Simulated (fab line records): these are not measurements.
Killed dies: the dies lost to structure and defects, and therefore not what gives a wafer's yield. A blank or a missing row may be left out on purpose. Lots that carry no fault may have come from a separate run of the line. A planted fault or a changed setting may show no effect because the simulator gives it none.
Which tool was responsible? / flow sky130 / 39 wafers from 13 lots sampled at 6 of the route's 708 steps

== WHAT THE GAUGES READ, wafer by wafer ==
SKY_VT_ADJUST_HVTP_TW_MEAS_11.
lot=L461; measured=day 6 04:41; on=film-metro-03; VT_ADJUST_HVTP_TW=1363 1357 1356
lot=L462; measured=day 6 13:32; on=film-metro-04; VT_ADJUST_HVTP_TW=1362 1347 1352
lot=L463; measured=day 6 14:25; on=film-metro-01; VT_ADJUST_HVTP_TW=1344 1345 1351
lot=L464; measured=day 6 22:16; on=film-metro-01; VT_ADJUST_HVTP_TW=1343 1345 1342
lot=L465; measured=day 7 05:21; on=film-metro-03; VT_ADJUST_HVTP_TW=1360 1367 1364
lot=L466; measured=day 7 13:32; on=film-metro-04; VT_ADJUST_HVTP_TW=1355 1352 1349
lot=L467; measured=day 7 18:04; on=film-metro-04; VT_ADJUST_HVTP_TW=1345 1346 1346
lot=L468; measured=day 7 23:07; on=film-metro-01; VT_ADJUST_HVTP_TW=1340 1356 1329
lot=L475; measured=day 9 17:50; on=film-metro-03; VT_ADJUST_HVTP_TW=30 30 30
lot=L480; measured=day 10 23:41; on=film-metro-04; VT_ADJUST_HVTP_TW=1344 1340 1346
lot=L482; measured=day 11 21:50; on=film-metro-04; VT_ADJUST_HVTP_TW=1356 1360 1348
lot=L483; measured=day 12 02:46; on=film-metro-01; VT_ADJUST_HVTP_TW=1357 1355 1352
lot=L484; measured=day 12 09:41; on=film-metro-03; VT_ADJUST_HVTP_TW=1355 1357 1357

SKY_CONTACT_OVL_MEAS_15.
lot=L461; measured=day 31 10:24; on=overlay-02; CONTACT_OVL (nm)=2 -4 -3
lot=L462; measured=day 32 02:59; on=overlay-01; CONTACT_OVL (nm)=0 -2 5
lot=L463; measured=day 32 09:17; on=overlay-02; CONTACT_OVL (nm)=5 8 7
lot=L464; measured=day 33 11:02; on=overlay-02; CONTACT_OVL (nm)=-13 -8 -8
lot=L465; measured=day 33 11:24; on=overlay-02; CONTACT_OVL (nm)=2 -8 -6
lot=L466; measured=day 33 08:36; on=overlay-02; CONTACT_OVL (nm)=-3 -7 -3
lot=L467; measured=day 33 21:29; on=overlay-02; CONTACT_OVL (nm)=-9 -9 -10
lot=L468; measured=day 34 02:12; on=overlay-02; CONTACT_OVL (nm)=9 6 0
lot=L475; measured=day 36 01:30; on=overlay-01; CONTACT_OVL (nm)=2 2 -5
lot=L480; measured=day 37 09:42; on=overlay-01; CONTACT_OVL (nm)=-5 4 -4
lot=L482; measured=day 38 13:57; on=overlay-02; CONTACT_OVL (nm)=-2 -1 -7
lot=L483; measured=day 38 18:39; on=overlay-01; CONTACT_OVL (nm)=-2 0 -2
lot=L484; measured=day 39 04:18; on=overlay-01; CONTACT_OVL (nm)=-2 -2 -4

SKY_CONTACT_RS_MEAS_25: measures by four-point-probe.
lot=L461; measured=day 31 11:20; on=film-metro-02; CONTACT_W_RS (ohm/sq)=0.337 0.340 0.338
lot=L462; measured=day 32 03:55; on=film-metro-02; CONTACT_W_RS (ohm/sq)=0.338 0.340 0.338
lot=L463; measured=day 32 10:13; on=film-metro-03; CONTACT_W_RS (ohm/sq)=0.337 0.337 0.337
lot=L464; measured=day 33 12:01; on=film-metro-02; CONTACT_W_RS (ohm/sq)=0.340 0.341 0.336
lot=L465; measured=day 33 12:27; on=film-metro-03; CONTACT_W_RS (ohm/sq)=0.338 0.336 0.342
lot=L466; measured=day 33 09:35; on=film-metro-01; CONTACT_W_RS (ohm/sq)=0.333 0.340 0.336
lot=L467; measured=day 33 22:27; on=film-metro-03; CONTACT_W_RS (ohm/sq)=0.345 0.341 0.341
lot=L468; measured=day 34 03:14; on=film-metro-02; CONTACT_W_RS (ohm/sq)=0.338 0.338 0.337
lot=L475; measured=day 36 02:26; on=film-metro-03; CONTACT_W_RS (ohm/sq)=0.342 0.334 0.338
lot=L480; measured=day 37 10:39; on=film-metro-03; CONTACT_W_RS (ohm/sq)=0.344 0.335 0.340
lot=L482; measured=day 38 14:55; on=film-metro-01; CONTACT_W_RS (ohm/sq)=0.337 0.341 0.336
lot=L483; measured=day 38 19:36; on=film-metro-01; CONTACT_W_RS (ohm/sq)=0.339 0.338 0.336
lot=L484; measured=day 39 05:14; on=film-metro-03; CONTACT_W_RS (ohm/sq)=0.341 0.339 0.343

== WHAT TOOL EACH LOT RAN ON (gives the tool, then ch and the chambers of the sampled wafers, and finally the start) ==
lot=L461; SKY_NWELL_STRIP_25=plasma-asher-02 ch 0,1, day 5 08:50; SKY_VT_ADJUST_HVTP_STRIP_10=plasma-asher-03 ch 0,1, day 6 04:35; SKY_LI_CONTACT_STRIP_16=plasma-asher-02 ch 0,1, day 28 23:23
lot=L462; SKY_NWELL_STRIP_25=plasma-asher-02 ch 0,1, day 5 18:20; SKY_VT_ADJUST_HVTP_STRIP_10=plasma-asher-02 ch 0,1, day 6 13:26; SKY_LI_CONTACT_STRIP_16=plasma-asher-01 ch 0,1, day 29 17:12
lot=L463; SKY_NWELL_STRIP_25=plasma-asher-03 ch 0, day 5 19:13; SKY_VT_ADJUST_HVTP_STRIP_10=plasma-asher-02 ch 0,1, day 6 14:19; SKY_LI_CONTACT_STRIP_16=plasma-asher-04 ch 0,1, day 29 23:13
lot=L464; SKY_NWELL_STRIP_25=plasma-asher-03 ch 0,1, day 6 02:34; SKY_VT_ADJUST_HVTP_STRIP_10=plasma-asher-03 ch 0,1, day 6 22:10; SKY_LI_CONTACT_STRIP_16=plasma-asher-04 ch 0,1, day 31 01:56
lot=L465; SKY_NWELL_STRIP_25=plasma-asher-04 ch 0,1, day 6 08:48; SKY_VT_ADJUST_HVTP_STRIP_10=plasma-asher-01 ch 0,1, day 7 05:16; SKY_LI_CONTACT_STRIP_16=plasma-asher-02 ch 0,1, day 31 02:41
lot=L466; SKY_NWELL_STRIP_25=plasma-asher-03 ch 0,1, day 6 17:52; SKY_VT_ADJUST_HVTP_STRIP_10=plasma-asher-03 ch 0,1, day 7 13:26; SKY_LI_CONTACT_STRIP_16=plasma-asher-01 ch 0,1, day 30 23:29
lot=L467; SKY_NWELL_STRIP_25=plasma-asher-03 ch 0,1, day 6 21:34; SKY_VT_ADJUST_HVTP_STRIP_10=plasma-asher-01 ch 0,1, day 7 17:58; SKY_LI_CONTACT_STRIP_16=plasma-asher-01 ch 0,1, day 31 12:31
lot=L468; SKY_NWELL_STRIP_25=plasma-asher-03 ch 0, day 7 03:34; SKY_VT_ADJUST_HVTP_STRIP_10=plasma-asher-02 ch 0,1, day 7 23:01; SKY_LI_CONTACT_STRIP_16=plasma-asher-04 ch 0,1, day 31 17:10
lot=L475; SKY_NWELL_STRIP_25=plasma-asher-04 ch 0,1, day 8 19:28; SKY_VT_ADJUST_HVTP_STRIP_10=plasma-asher-01 ch 0, day 9 17:44; SKY_LI_CONTACT_STRIP_16=plasma-asher-02 ch 0,1, day 33 18:34
lot=L480; SKY_NWELL_STRIP_25=plasma-asher-03 ch 0,1, day 10 00:46; SKY_VT_ADJUST_HVTP_STRIP_10=plasma-asher-03 ch 0,1, day 10 23:35; SKY_LI_CONTACT_STRIP_16=plasma-asher-02 ch 0, day 35 02:13
lot=L482; SKY_NWELL_STRIP_25=plasma-asher-04 ch 0,1, day 10 21:23; SKY_VT_ADJUST_HVTP_STRIP_10=plasma-asher-02 ch 0,1, day 11 21:44; SKY_LI_CONTACT_STRIP_16=plasma-asher-02 ch 0,1, day 36 07:34
lot=L483; SKY_NWELL_STRIP_25=plasma-asher-04 ch 0,1, day 11 02:13; SKY_VT_ADJUST_HVTP_STRIP_10=plasma-asher-01 ch 0,1, day 12 02:40; SKY_LI_CONTACT_STRIP_16=plasma-asher-04 ch 0,1, day 36 11:25
lot=L484; SKY_NWELL_STRIP_25=plasma-asher-04 ch 0,1, day 11 08:50; SKY_VT_ADJUST_HVTP_STRIP_10=plasma-asher-01 ch 0,1, day 12 09:35; SKY_LI_CONTACT_STRIP_16=plasma-asher-02 ch 0,1, day 36 21:49
- SKY_NWELL_STRIP_25: strips in O2/N2.
- SKY_VT_ADJUST_HVTP_STRIP_10: strips in O2/N2.
- SKY_LI_CONTACT_STRIP_16: strips in O2/N2.

== WHAT THE TOOLS THEMSELVES READ (means of the sampled wafers that have a number; where no wafer has one, the mark that the record gives instead) ==
SKY_NWELL_STRIP_25.
lot=L461; tool=plasma-asher-02; drypump-motor-current-A (A)=6.1; oes-product-au (a.u.)=0.725; strip-time-to-endpoint-s (s)=36.78
lot=L462; tool=plasma-asher-02; drypump-motor-current-A (A)=6.1; oes-product-au (a.u.)=0.724; strip-time-to-endpoint-s (s)=36.99
lot=L463; tool=plasma-asher-03; drypump-motor-current-A (A)=5.5; oes-product-au (a.u.)=0.721; strip-time-to-endpoint-s (s)=36.80
lot=L464; tool=plasma-asher-03; drypump-motor-current-A (A)=5.4; oes-product-au (a.u.)=0.718; strip-time-to-endpoint-s (s)=36.91
lot=L465; tool=plasma-asher-04; drypump-motor-current-A (A)=5.5; oes-product-au (a.u.)=0.723; strip-time-to-endpoint-s (s)=37.05
lot=L466; tool=plasma-asher-03; drypump-motor-current-A (A)=5.4; oes-product-au (a.u.)=0.723; strip-time-to-endpoint-s (s)=37.02
lot=L467; tool=plasma-asher-03; drypump-motor-current-A (A)=5.4; oes-product-au (a.u.)=0.723; strip-time-to-endpoint-s (s)=36.94
lot=L468; tool=plasma-asher-03; drypump-motor-current-A (A)=5.5; oes-product-au (a.u.)=0.719; strip-time-to-endpoint-s (s)=36.88
lot=L475; tool=plasma-asher-04; drypump-motor-current-A (A)=5.1; oes-product-au (a.u.)=0.955; strip-time-to-endpoint-s (s)=-
lot=L480; tool=plasma-asher-03; drypump-motor-current-A (A)=5.4; oes-product-au (a.u.)=0.722; strip-time-to-endpoint-s (s)=36.82
lot=L482; tool=plasma-asher-04; drypump-motor-current-A (A)=5.5; oes-product-au (a.u.)=0.727; strip-time-to-endpoint-s (s)=36.79
lot=L483; tool=plasma-asher-04; drypump-motor-current-A (A)=5.5; oes-product-au (a.u.)=0.727; strip-time-to-endpoint-s (s)=36.87
lot=L484; tool=plasma-asher-04; drypump-motor-current-A (A)=5.1; oes-product-au (a.u.)=0.723; strip-time-to-endpoint-s (s)=36.92

SKY_VT_ADJUST_HVTP_STRIP_10.
lot=L461; tool=plasma-asher-03; drypump-motor-current-A (A)=5.4; oes-product-au (a.u.)=0.712; strip-time-to-endpoint-s (s)=14.18
lot=L462; tool=plasma-asher-02; drypump-motor-current-A (A)=5.8; oes-product-au (a.u.)=0.714; strip-time-to-endpoint-s (s)=14.15
lot=L463; tool=plasma-asher-02; drypump-motor-current-A (A)=5.9; oes-product-au (a.u.)=0.714; strip-time-to-endpoint-s (s)=14.18
lot=L464; tool=plasma-asher-03; drypump-motor-current-A (A)=5.4; oes-product-au (a.u.)=0.717; strip-time-to-endpoint-s (s)=14.12
lot=L465; tool=plasma-asher-01; drypump-motor-current-A (A)=5.0; oes-product-au (a.u.)=0.715; strip-time-to-endpoint-s (s)=14.15
lot=L466; tool=plasma-asher-03; drypump-motor-current-A (A)=5.4; oes-product-au (a.u.)=0.713; strip-time-to-endpoint-s (s)=14.22
lot=L467; tool=plasma-asher-01; drypump-motor-current-A (A)=5.0; oes-product-au (a.u.)=0.712; strip-time-to-endpoint-s (s)=14.17
lot=L468; tool=plasma-asher-02; drypump-motor-current-A (A)=5.8; oes-product-au (a.u.)=0.715; strip-time-to-endpoint-s (s)=14.13
lot=L475; tool=plasma-asher-01; drypump-motor-current-A (A)=4.9; oes-product-au (a.u.)=0.716; strip-time-to-endpoint-s (s)=24.96
lot=L480; tool=plasma-asher-03; drypump-motor-current-A (A)=5.4; oes-product-au (a.u.)=0.715; strip-time-to-endpoint-s (s)=14.17
lot=L482; tool=plasma-asher-02; drypump-motor-current-A (A)=6.1; oes-product-au (a.u.)=0.720; strip-time-to-endpoint-s (s)=14.15
lot=L483; tool=plasma-asher-01; drypump-motor-current-A (A)=5.0; oes-product-au (a.u.)=0.712; strip-time-to-endpoint-s (s)=14.14
lot=L484; tool=plasma-asher-01; drypump-motor-current-A (A)=5.0; oes-product-au (a.u.)=0.716; strip-time-to-endpoint-s (s)=14.13

SKY_LI_CONTACT_STRIP_16.
lot=L461; tool=plasma-asher-02; drypump-motor-current-A (A)=5.8; oes-product-au (a.u.)=0.377; strip-time-to-endpoint-s (s)=3.464
lot=L462; tool=plasma-asher-01; drypump-motor-current-A (A)=5.0; oes-product-au (a.u.)=0.376; strip-time-to-endpoint-s (s)=3.478
lot=L463; tool=plasma-asher-04; drypump-motor-current-A (A)=5.1; oes-product-au (a.u.)=0.375; strip-time-to-endpoint-s (s)=3.478
lot=L464; tool=plasma-asher-04; drypump-motor-current-A (A)=5.6; oes-product-au (a.u.)=0.376; strip-time-to-endpoint-s (s)=3.461
lot=L465; tool=plasma-asher-02; drypump-motor-current-A (A)=6.1; oes-product-au (a.u.)=0.375; strip-time-to-endpoint-s (s)=3.473
lot=L466; tool=plasma-asher-01; drypump-motor-current-A (A)=5.0; oes-product-au (a.u.)=0.374; strip-time-to-endpoint-s (s)=3.470
lot=L467; tool=plasma-asher-01; drypump-motor-current-A (A)=5.0; oes-product-au (a.u.)=0.369; strip-time-to-endpoint-s (s)=3.443
lot=L468; tool=plasma-asher-04; drypump-motor-current-A (A)=5.1; oes-product-au (a.u.)=0.379; strip-time-to-endpoint-s (s)=3.481
lot=L475; tool=plasma-asher-02; drypump-motor-current-A (A)=6.1; oes-product-au (a.u.)=0.375; strip-time-to-endpoint-s (s)=3.502
lot=L480; tool=plasma-asher-02; drypump-motor-current-A (A)=6.3; oes-product-au (a.u.)=0.378; strip-time-to-endpoint-s (s)=3.509
lot=L482; tool=plasma-asher-02; drypump-motor-current-A (A)=6.1; oes-product-au (a.u.)=0.376; strip-time-to-endpoint-s (s)=3.495
lot=L483; tool=plasma-asher-04; drypump-motor-current-A (A)=5.5; oes-product-au (a.u.)=0.378; strip-time-to-endpoint-s (s)=3.508
lot=L484; tool=plasma-asher-02; drypump-motor-current-A (A)=6.1; oes-product-au (a.u.)=0.375; strip-time-to-endpoint-s (s)=3.503

== THE ANSWER, worked out from the rows above alone ==
Rule: what is usual is taken from the lots themselves. Put in order of their means at a reading, lots are off if they are a third of the lots or fewer, leave a main group of 4 or more, and stand apart from it by a gap of 3 or more times the standard deviation of the main group's means; of several such gaps the widest counts. Not used: any main group whose means are identical at the precision the tables above print for the reading. A lot without any number at a reading at which 4 lots or more have one is off too. All remaining lots with rows at the step are treated as sound. First the gauges in route order, then the tools' own readings, where a lot's mean is used as printed above. At the first step where some lot is off, the reading lying furthest off is the one used; lots without a number count as furthest.
Off: L475, at SKY_VT_ADJUST_HVTP_TW_MEAS_11 (VT_ADJUST_HVTP_TW). Mean 1351 and standard deviation 6.7 in the main group.
If a tool, at a process step before that reading, ran all the lots that are off and no sound lot after the first of them, it fits. Not tried: the gauges at SKY_VT_ADJUST_HVTP_TW_MEAS_11; whatever is off there is also off at SKY_NWELL_STRIP_25, on other tools, and gauge error can't account for it. Not one of the candidates tried fits.

== WHAT THE SIMULATOR HAD PUT IN ==
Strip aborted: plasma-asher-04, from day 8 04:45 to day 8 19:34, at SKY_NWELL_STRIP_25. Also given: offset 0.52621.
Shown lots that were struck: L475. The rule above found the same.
